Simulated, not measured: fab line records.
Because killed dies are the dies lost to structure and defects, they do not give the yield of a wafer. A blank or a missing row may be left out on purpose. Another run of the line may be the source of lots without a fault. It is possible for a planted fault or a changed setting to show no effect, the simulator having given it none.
Which tool is to blame? -- flow gf180mcu -- 42 wafers sampled from 14 lots at 1 step of a route of 602

## WHAT EACH GAUGE READ, for each wafer
GF_STI_THK_MEAS_04.
lot,measured,on,STI_CVD_03_THK (nm)
L556,day 1 18:37,film-metro-01,207.9 209.0 207.5
L557,day 1 23:34,film-metro-02,205.3 207.4 205.9
L558,day 2 09:18,film-metro-02,208.6 207.7 208.1
L560,day 2 15:01,film-metro-01,210.0 206.7 209.1
L562,day 3 00:35,film-metro-04,204.1 206.8 205.7
L563,day 3 05:34,film-metro-02,207.3 208.0 207.6
L568,day 4 06:34,film-metro-04,209.6 208.0 208.0
L569,day 4 11:34,film-metro-02,208.8 208.0 207.4
L570,day 4 16:34,film-metro-01,205.9 206.7 206.0
L573,day 5 07:34,film-metro-01,208.2 209.2 208.0
L574,day 5 13:01,film-metro-04,205.2 204.7 204.5
L575,day 5 17:35,film-metro-01,205.2 206.5 207.3
L576,day 5 22:34,film-metro-01,206.4 206.7 207.5
L577,day 6 03:34,film-metro-04,211.8 211.6 212.6

## WHAT TOOL EACH LOT RAN ON (gives the tool, then ch and the chambers of the sampled wafers, and finally the start)
Before these readings, the record contains no process step.

## AS READ BY THE TOOLS THEMSELVES (means over the sampled wafers that have a number; for cases with no such wafer, the mark the record gives instead)
The record holds no such reading with a usual standard deviation.

## THE ANSWER, worked out from the rows above alone
Rule: the usual values come from the lots themselves. The widest of any qualifying gaps counts: lots, ordered by their means at a reading, are off when they make up no more than a third of the lots, leave a main group of 4 or more, and stand apart from it by 3 or more times the standard deviation of that group's means. The tables above print the reading to a certain number of digits; a main group whose means all agree to those digits is not used. A lot without any number at a reading at which 4 lots or more have one is off too. Any other lot the step has rows for is counted as sound. Order of review: gauges by route order, followed by the tools' own readings, for which a lot's mean as printed above is used. At the first step where some lot is off, the reading lying furthest off is the one used; lots without a number count as furthest.
Across all readings shown, no lot is off: no conclusion can be drawn from this.

## WHAT THE SIMULATOR PUT IN
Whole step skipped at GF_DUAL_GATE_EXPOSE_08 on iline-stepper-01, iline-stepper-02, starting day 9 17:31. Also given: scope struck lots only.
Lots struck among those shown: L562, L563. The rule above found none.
